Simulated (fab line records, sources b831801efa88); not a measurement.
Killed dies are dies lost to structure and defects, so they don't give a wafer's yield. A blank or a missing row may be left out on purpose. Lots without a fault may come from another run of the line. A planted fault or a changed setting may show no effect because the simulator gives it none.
A struck lot beside a sound one | flow sky130 | 16 steps out of a route of 708
Sound: wafers L963.1, L963.5, L963.6. Struck: wafers L978.2, L978.4, L978.5. The cause comes at the end.
At each step with rows: each side's tool, then ch and its chambers, then its first start. Under that, the readings that differ: sound wafers | struck wafers | difference of the means | sigmas: that difference in standard deviations of wafers without a fault.
alike: readings whose means differ by less than 2 such deviations, and words and numbers that are the same on both sides. not compared: withheld readings, readings that some wafer has no value for, bounds like >300 that may hide the same value, and numbers for which the record gives no deviation and whose values overlap.
The two part at a step that has a row with sigmas, a row that says differs or no value, or rows on one side only. Numbers that don't overlap but have no deviation are shown without sigmas and don't part them. A reading that every wafer of one side lacks parts them only if that side has two wafers or more.

first, 3 steps without rows for these wafers: SKY_SONOS_TUNNEL_EXPOSE_04 (exposes mask TUNM, target cd 410 nm); SKY_SONOS_TUNNEL_PEB_05; SKY_SONOS_TUNNEL_DEVELOP_06 (develop time 60 s).
SKY_SONOS_TUNNEL_CD_MEAS_07: target cd 410 nm.
  sound on cd_sem-01, day 11 13:49; struck on cd_sem-01, day 16 11:05
  alike: cd_nm
SKY_SONOS_TUNNEL_OVL_MEAS_08:
  sound on overlay-01, day 11 13:56; struck on overlay-01, day 16 11:11
  alike: SONOS_TUNNEL_OVL
then, 3 steps without rows for these wafers: SKY_SONOS_TUNNEL_IMPLANT_09; SKY_SONOS_TUNNEL_WET_ETCH_10 (etches SiO2 in dHF, target depth 14 nm, time 280 s); SKY_SONOS_TUNNEL_STRIP_11 (strips in SPM, time 600 s).
SKY_SONOS_TUNNEL_TW_MEAS_12:
  sound on film_metro-02, day 11 14:23; struck on film_metro-03, day 16 11:38
  reading         | sound             | struck            | difference | sigmas
  SONOS_TUNNEL_TW | 194.1 193.6 193.8 | 198.6 198.9 197.5 | +4.5       | +2
then, 2 steps without rows for these wafers: SKY_SONOS_TUNNEL_CLEAN_13 (cleans in dHF, time 20 s); SKY_SONOS_ONO_OXIDATION_00 (stabilise 600 s, purge 300 s, target thk 2.6 nm).
SKY_SONOS_ONO_THK_MEAS_01:
  sound on film_metro-03, day 11 16:28; struck on film_metro-01, day 16 19:22
  alike: SONOS_ONO_OXIDATION_THK
SKY_SONOS_ONO_CVD_02: deposits Si3N4 from DCS/NH3, target thk 10.5 nm, time 180 s.
  sound on lpcvd-02 ch 1, day 11 16:41; struck on lpcvd-02 ch 1, day 16 20:55
  reading                                     | sound             | struck            | difference | sigmas
  model.Si3N4_of_SONOS_ONO_CVD_02.thk_nm (nm) | 10.26 10.41 10.46 | 11.44 11.55 11.66 | +1.17      |
  alike: zone_power_lower_pct
SKY_SONOS_ONO_THK_MEAS_03:
  sound on film_metro-03, day 11 17:44; struck on film_metro-01, day 16 21:59
  reading                   | sound             | struck            | difference | sigmas
  SONOS_ONO_CVD_02_THK (nm) | 10.21 10.40 10.42 | 11.44 11.50 11.65 | +1.19      | +8
then, 1 step without rows for these wafers: SKY_SONOS_ONO_CVD_04 (deposits SiO2 from SiH4/N2O, target thk 5.7199 nm).
-- the record jumps here: 33 days lie between the struck wafers' starts before and after (it left off in module SONOS_ONO and takes up again in module PAD_OPEN, whose first step shown is number 708 of the route) --
SKY_PAD_OPEN_PROBE_99:
  sound on prober-02, day 46 05:23; struck on prober-01, day 50 00:41
  reading                               | sound                | struck               | difference | sigmas
  model.etest.cap_ono.gate_log10_a_cm2  | -8.111 -8.166 -8.033 | -8.433 -8.483 -8.6   | -0.402     |
  model.etest.cap_ono.tox_acc_nm (nm)   | 12.96 13.07 12.97    | 13.28 13.28 13.39    | +0.32      |
  model.etest.sonos_programmed.vt_v (V) | 1.386 1.368 1.395    | 1.195 1.178 1.181    | -0.198     |
  model.etest.sonos_erased.vt_v (V)     | -2.265 -2.268 -2.229 | -2.114 -2.105 -2.064 | +0.160     |
  model.etest.sonos_baked.vt_v (V)      | 0.873 0.8774 0.9195  | 0.7657 0.7937 0.7083 | -0.1341    |
  alike: killed_at_M0_to_M3, killed_at_M4_up, killed_at_contacts, killed_at_front_end, killed_at_other, killed_dies, killed_open, killed_short
  not compared: model.etest.sonos_erased.drive_ua_um, model.etest.sonos_uncharged.r_on_ohm_um, model.etest.cap_ono.gate_bv_v

WHERE THEY PART
First at SKY_SONOS_TUNNEL_TW_MEAS_12; last, within this record, at SKY_SONOS_ONO_THK_MEAS_03. Later steps at which nothing parts them and some readings are alike: SKY_PAD_OPEN_PROBE_99.

WHY: what the simulator had put in
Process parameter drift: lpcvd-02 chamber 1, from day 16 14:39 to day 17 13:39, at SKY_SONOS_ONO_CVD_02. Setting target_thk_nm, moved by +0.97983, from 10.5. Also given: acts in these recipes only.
